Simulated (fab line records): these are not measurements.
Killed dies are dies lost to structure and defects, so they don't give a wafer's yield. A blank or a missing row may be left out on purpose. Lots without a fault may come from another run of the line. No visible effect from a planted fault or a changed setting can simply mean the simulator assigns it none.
fab line records	flow sky130
record lots=13	wafers=37	last-day=49
route steps=708 shown FIELD_ISO@18 NWELL@34 DNWELL@43 SONOS_TUNNEL@161 PAD_OPEN@708
lots with no fault: from the same line, run without faults
start-h: the number of hours between the record's first day and the start of the first shown wafer of the lot	wait-h: how many hours have passed since the lot's step before this one	" the same as in the row above	L1.1+2: a row that stands for several wafers	- value missing, or start not given	* or withheld: withheld	< > ~ a bound
route shown NAME@n: NAME is a module with steps in the file, n the number in the route of the first one	usual: average and standard deviation across the fault-free wafers	same: alike in all rows	chamber/n: place in a boat	sites: each site's reading	_std_site: the standard deviation of these	_edge_site: outer sites' mean less inner sites'	radius-mm: how far each site lies from the wafer's centre	mask NAME#n: copy n	behind: the last tool/chamber to shape the wafer	hold: what put the lot on hold/how long, in hours/how the hold closed	device: the n, p or np transistor that did not switch	end of line: the tests these same wafers got at the end of their route	for a step that has no rows: nothing shown but its recipe	killed: not the wafer's yield, but the dies lost to structure and defects at the first sort	map: a wafer's dies, x killed, . not, _ none there
set.NAME: the setting that was run; set.NAME@STEP: the one run at that earlier step	model.NAME: the simulator's own value behind a step, which no gauge read
one table for each step of the route and one row for each wafer, over a sample of lots
services: a tool's chamber out of use, with start hour (start-h, from the record's first day; less than 0 if before it), hours out, and reason
## steps
# step SKY_FIELD_ISO_ETCH_17
# recipe target-depth-a=3420	mask-material=Si3N4	chemistry=HBr/Cl2/O2	target=Si	taper-deg=5	icp-w=600	bias-w=150	pressure-mtorr=15	HBr_flow_sccm=150	Cl2_flow_sccm=40	O2_flow_sccm=6	time-s=97.7
# usual HBr_flow_sccm=150.0/0.43	chamber-pressure-mTorr=15.000/0.013	drypump-motor-current-A=5.6/0.34	oes-product-au=1.000/0.008	run-length-s=126.0/0.4	throttle-valve-pct=25.655/0.01
lot.wafer	tool	chamber	start-h	wait-h	HBr_flow_sccm	chamber-pressure-mTorr	drypump-motor-current-A	oes-product-au	rf-hours-counter-h	run-length-s	throttle-valve-pct
L458.1	rie-si-02	1	31.95	0.1	150.3	14.978	5.1	1.002	3	125.8	25.649
L458.4	"	3	"	"	150.2	14.980	5.9	1.009	74	126.2	25.653
L458.5	"	2	"	"	150.5	15.011	5.6	1.004	-	125.6	25.645
L460.2	rie-si-01	1	45.35	0.1	149.6	14.999	5.6	0.997	1	125.6	25.643
L460.3	"	3	"	"	150.5	15.009	5.8	1.001	49	126.5	25.644
L460.4	"	0	"	"	150.5	15.009	5.3	1.008	54	126.7	25.639
L461.1	rie-si-01	0	48.95	0.1	150.5	14.973	5.4	0.993	54	126.5	25.664
L461.3	"	1	"	"	150.1	15.029	5.6	0.993	1	125.6	25.647
L461.5	"	3	"	"	149.6	14.997	5.7	1.009	-	125.8	25.645
L462.2	rie-si-02	2	49.30	0.1	149.7	15.027	5.6	0.993	21	126.2	25.673
L462.5	"	0	"	"	149.8	14.985	6.4	1.011	-	125.9	25.652
L462.6	"	1	"	"	150.6	14.984	5.0	1.008	-	126.3	25.635
L463.4	rie-si-02	1	54.85	0.0	150.1	15.010	5.1	1.020	4	125.8	25.662
L463.5	"	2	"	"	150.0	14.994	5.6	1.002	-	125.7	25.658
L463.6	"	1	"	"	150.2	15.033	5.0	1.012	-	125.5	25.635
L464.1	rie-si-01	3	59.38	0.1	150.4	14.989	5.7	1.012	49	125.9	25.672
L464.2	"	0	"	"	149.5	14.980	5.4	0.996	54	126.6	25.659
L464.3	"	2	"	"	149.3	14.986	5.7	1.008	2	125.5	25.643
L465.1	rie-si-02	2	64.23	0.1	150.0	14.993	5.6	0.988	21	126.1	25.646
L465.4	"	0	"	"	149.9	14.995	6.4	0.993	2	126.1	25.659
L465.5	"	3	"	"	150.0	15.008	5.9	0.993	-	126.4	25.654
L466.2	rie-si-02	3	71.70	0.1	150.1	14.997	5.9	0.996	74	126.3	25.665
L466.3	"	1	"	"	149.8	14.997	5.0	1.008	4	125.4	25.664
L466.4	"	0	"	"	149.6	14.997	6.4	0.991	2	125.8	25.665
L467.3	rie-si-01	1	75.56	0.0	150.3	14.995	5.6	0.998	2	125.9	25.656
L467.5	"	0	"	"	149.8	14.984	5.4	1.003	-	127.0	25.650
L467.6	"	3	"	"	150.2	15.010	5.7	1.001	-	125.8	25.648
L470.2	rie-si-02	1	92.40	0.1	150.1	15.012	5.0	1.007	4	125.7	25.640
L470.4	"	0	"	"	150.2	15.003	6.4	0.991	2	125.7	25.661
L470.6	"	1	"	"	149.4	15.007	5.1	1.006	-	126.0	25.676
L477.1	rie-si-01	1	127.05	0.1	149.8	14.992	5.6	0.996	2	138.0	25.641
L477.6	"	1	"	"	149.6	14.995	5.6	0.996	-	137.7	25.654
L478.1	rie-si-01	2	133.53	0.1	149.7	15.015	5.7	0.999	3	137.7	25.652
L478.3	"	0	"	"	150.0	14.981	5.4	0.992	55	126.8	25.665
L480.2	rie-si-02	2	142.33	0.1	150.4	15.004	5.6	0.983	22	126.1	25.661
L480.3	"	0	"	"	150.2	14.992	6.4	0.999	3	125.8	25.643
L480.6	"	2	"	"	150.6	14.992	5.6	0.987	-	125.8	25.651
# step SKY_NWELL_THK_MEAS_02
# recipe reads=SiO2_of_NWELL_OXIDATION_01
# usual NWELL_OXIDATION_THK=9.92/0.2
lot.wafer	tool	chamber	start-h	wait-h	NWELL_OXIDATION_THK[nm]
L458.1	film-metro-02	-	38.74	0.0	9.77
L458.4	"	-	"	"	9.98
L458.5	"	-	"	"	10.03
L460.2	film-metro-02	-	51.36	0.0	10.25
L460.3	"	-	"	"	10.02
L460.4	"	-	"	"	10.04
L461.1	film-metro-04	-	56.85	0.0	9.87
L461.3	"	-	"	"	9.99
L461.5	"	-	"	"	9.90
L462.2	film-metro-03	-	59.11	0.0	9.89
L462.5	"	-	"	"	9.83
L462.6	"	-	"	"	9.97
L463.4	film-metro-03	-	65.06	0.0	9.87
L463.5	"	-	"	"	9.81
L463.6	"	-	"	"	10.23
L464.1	film-metro-02	-	70.47	0.0	9.67
L464.2	"	-	"	"	9.83
L464.3	"	-	"	"	9.95
L465.1	film-metro-02	-	73.28	0.0	9.96
L465.4	"	-	"	"	10.10
L465.5	"	-	"	"	10.21
L466.2	film-metro-02	-	79.08	0.0	10.23
L466.3	"	-	"	"	10.13
L466.4	"	-	"	"	10.34
L467.3	film-metro-03	-	82.90	0.0	10.20
L467.5	"	-	"	"	10.15
L467.6	"	-	"	"	10.31
L470.2	film-metro-02	-	101.43	0.0	9.85
L470.4	"	-	"	"	9.66
L470.6	"	-	"	"	9.66
L477.1	film-metro-02	-	133.63	0.0	9.84
L477.6	"	-	"	"	9.95
L478.1	film-metro-04	-	140.78	0.0	9.89
L478.3	"	-	"	"	9.62
L480.2	film-metro-04	-	147.90	0.0	9.99
L480.3	"	-	"	"	9.83
L480.6	"	-	"	"	10.00
# step SKY_DNWELL_STRIP_08
# recipe chemistry=O2/N2	power-w=1400	pressure-mtorr=1500	platen-temp-c=withheld	o2-flow-sccm=3000	n2-flow-sccm=300	overash-fraction=0.5
# usual chamber-pressure-mTorr=1500.0/1.2	drypump-motor-current-A=5.7/0.34	oes-product-au=0.723/0.0042	strip-time-to-endpoint-s=36.92/0.11
lot.wafer	tool	chamber	start-h	wait-h	chamber-pressure-mTorr	drypump-motor-current-A	oes-product-au	rf-hours-counter-h	strip-time-to-endpoint-s
L458.1	plasma-asher-02	0	54.24	0.1	1499.1	6.2	0.728	33	37.08
L458.4	"	1	"	"	1500.3	5.4	0.725	-	37.02
L458.5	"	1	"	"	1501.5	5.4	0.725	-	37.01
L460.2	plasma-asher-02	1	66.76	0.1	1499.0	5.4	0.723	34	37.07
L460.3	"	0	"	"	1499.5	6.2	0.723	-	36.99
L460.4	"	1	"	"	1498.5	5.4	0.723	-	37.00
L461.1	plasma-asher-01	0	72.89	0.1	1503.1	5.6	0.725	40	36.85
L461.3	"	1	"	"	1501.4	6.0	0.725	-	36.90
L461.5	"	1	"	"	1500.7	6.0	0.721	-	36.93
L462.2	plasma-asher-01	0	74.66	0.1	1499.7	5.6	0.724	40	36.94
L462.5	"	1	"	"	1500.3	6.0	0.722	-	36.92
L462.6	"	0	"	"	1498.1	5.6	0.722	-	36.95
L463.4	plasma-asher-02	0	81.75	0.1	1500.9	6.3	0.726	-	37.02
L463.5	"	1	"	"	1500.0	5.4	0.734	-	36.96
L463.6	"	0	"	"	1499.8	6.3	0.723	-	36.92
L464.1	plasma-asher-01	0	86.76	0.1	1498.8	5.6	0.724	41	36.80
L464.2	"	1	"	"	1501.3	6.0	0.726	41	36.85
L464.3	"	0	"	"	1500.9	5.5	0.729	-	36.74
L465.1	plasma-asher-01	0	89.91	0.1	1499.4	5.6	0.723	42	36.82
L465.4	"	1	"	"	1500.4	6.1	0.722	-	36.83
L465.5	"	0	"	"	1501.0	5.6	0.721	-	36.94
L466.2	plasma-asher-04	1	95.96	0.1	1497.4	5.8	0.718	31	36.91
L466.3	"	1	"	"	1500.2	5.8	0.726	-	36.98
L466.4	"	0	"	"	1498.8	5.3	0.721	-	36.90
L467.3	plasma-asher-02	0	100.00	0.1	1499.2	6.2	0.717	-	36.97
L467.5	"	0	"	"	1499.2	6.2	0.725	-	36.97
L467.6	"	1	"	"	1498.3	5.4	0.717	-	37.01
L470.2	plasma-asher-04	1	119.41	0.1	1500.7	5.8	0.717	33	37.11
L470.4	"	1	"	"	1499.3	5.8	0.721	-	37.08
L470.6	"	0	"	"	1498.9	5.3	0.721	-	37.05
L477.1	plasma-asher-01	0	153.77	0.1	1500.1	5.6	0.724	48	36.76
L477.6	"	0	"	"	1500.8	5.6	0.732	-	36.78
L478.1	plasma-asher-02	0	160.56	0.1	1498.0	6.2	0.724	44	36.88
L478.3	"	1	"	"	1500.0	5.3	0.723	-	36.87
L480.2	plasma-asher-02	1	167.94	0.1	1502.4	5.4	0.718	44	36.80
L480.3	"	0	"	"	1498.6	6.3	0.720	-	36.91
L480.6	"	1	"	"	1502.2	5.4	0.722	-	36.81
# step SKY_SONOS_TUNNEL_CD_MEAS_07
# recipe target-cd-nm=410
# usual cd-nm=409.1/2.1
lot.wafer	tool	chamber	start-h	wait-h	cd-nm
L458.1	cd-sem-02	-	246.77	0.1	410.4
L458.4	"	-	"	"	410.9
L458.5	"	-	"	"	409.7
L460.2	cd-sem-01	-	266.44	0.1	408.4
L460.3	"	-	"	"	407.8
L460.4	"	-	"	"	405.8
L461.1	cd-sem-01	-	275.79	0.1	407.8
L461.3	"	-	"	"	408.4
L461.5	"	-	"	"	408.1
L462.2	cd-sem-02	-	278.79	0.1	407.9
L462.5	"	-	"	"	408.2
L462.6	"	-	"	"	408.5
L463.4	cd-sem-02	-	287.22	0.1	409.8
L463.5	"	-	"	"	410.8
L463.6	"	-	"	"	409.5
L464.1	cd-sem-01	-	294.46	0.1	406.4
L464.2	"	-	"	"	405.7
L464.3	"	-	"	"	406.2
L465.1	cd-sem-01	-	299.96	0.1	411.4
L465.4	"	-	"	"	411.5
L465.5	"	-	"	"	411.8
L466.2	cd-sem-02	-	308.23	0.1	408.3
L466.3	"	-	"	"	406.5
L466.4	"	-	"	"	407.8
L467.3	cd-sem-01	-	312.28	0.1	411.1
L467.5	"	-	"	"	409.7
L467.6	"	-	"	"	410.5
L470.2	cd-sem-01	-	343.06	0.1	410.3
L470.4	"	-	"	"	411.6
L470.6	"	-	"	"	410.7
L477.1	cd-sem-01	-	390.99	0.1	406.7
L477.6	"	-	"	"	406.6
L478.1	cd-sem-01	-	397.62	0.1	411.9
L478.3	"	-	"	"	408.3
L480.2	cd-sem-01	-	411.79	0.1	408.8
L480.3	"	-	"	"	407.9
L480.6	"	-	"	"	408.4
# step SKY_PAD_OPEN_PROBE_99
# usual killed_at_M0_to_M3=43/7.3	killed_at_M4_up=3.2/1.8	killed-at-contacts=24/5.8	killed-at-front-end=16/4.5	killed-at-other=0.3/0.53	killed-dies=87/9.9	killed-open=48/6.8	killed-short=39/6.9
# same gross-dies=492	killed-at-back-side=0
lot.wafer	tool	chamber	start-h	wait-h	killed_at_M0_to_M3	killed_at_M4_up	killed-at-contacts	killed-at-front-end	killed-at-other	killed-dies	killed-open	killed-short
L463.4	prober-01	-	1099.93	0.2	42	3	26	17	0	88	50	38
L463.5	prober-01	-	1099.98	0.2	41	4	31	7	2	85	43	42
L463.6	prober-01	-	1100.03	0.2	47	0	31	9	0	87	53	34
# killed by level:class
L463.4 VIA2:geometric-particle:open=10 CONTACT:geometric-particle:open=8 VIA1:geometric-particle:open=8 LI_CONTACT:geometric-particle:open=7 POLY_GATE:geometric-particle:short=5 VIA3:geometric-particle:open=5 CONTACT:geometric-particle:short=5 METAL2:geometric-particle:short=5
L463.5 CONTACT:geometric-particle:open=13 VIA1:geometric-particle:open=12 VIA1:geometric-particle:short=8 CONTACT:geometric-particle:short=6 LI_CONTACT:geometric-particle:open=5 METAL3:geometric-particle:short=5 LI_CONTACT:geometric-particle:short=4 VIA3:geometric-particle:open=4
L463.6 VIA1:geometric-particle:open=16 LI_CONTACT:geometric-particle:open=11 CONTACT:geometric-particle:open=9 METAL1:geometric-particle:short=8 VIA2:geometric-particle:open=7 VIA1:geometric-particle:short=6 LOCAL_INTERCONNECT:geometric-particle:short=5 CONTACT:geometric-particle:short=4
## services
tool	chamber	start-h	hours	kind
rie-si-02	0	14.08	8.2	repair
rie-si-01	-	20.01	2.8	pm
plasma-asher-02	-	23.25	8.9	repair
rie-si-01	2	45.95	6.4	repair
plasma-asher-02	-	56.41	4.5	repair
## key
first-sign step=SKY_FIELD_ISO_ETCH_17	reading=run-length-s	direction=up	sigmas=30	usual=*	struck=*
effect none on later readings
met-at SKY_FIELD_ISO_ETCH_17
struck-lots L477,L478
struck-wafers L477.1,L477.6,L478.1
tester-left-out L477,L478
not-acting-at SKY_NWELL_THK_MEAS_02,SKY_DNWELL_STRIP_08,SKY_SONOS_TUNNEL_CD_MEAS_07
onset-between 75.56 127.05
fault kind=process-parameter-drift	tool=rie-si-01	chamber=-	onset-h=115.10	steps=SKY_FIELD_ISO_ETCH_17	channel=time-s	offset=*	shape=step	end-h=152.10	scope=struck-wafers-only	acts-in=*	stated=*
# tester-left-out: of these lots the tester's yield and bins aren't shown, on N5 and GAA mostly nor the transistor test; their killed dies are dies lost to structure and defects alone, not to doping, threshold or leakage, so they don't give the yield
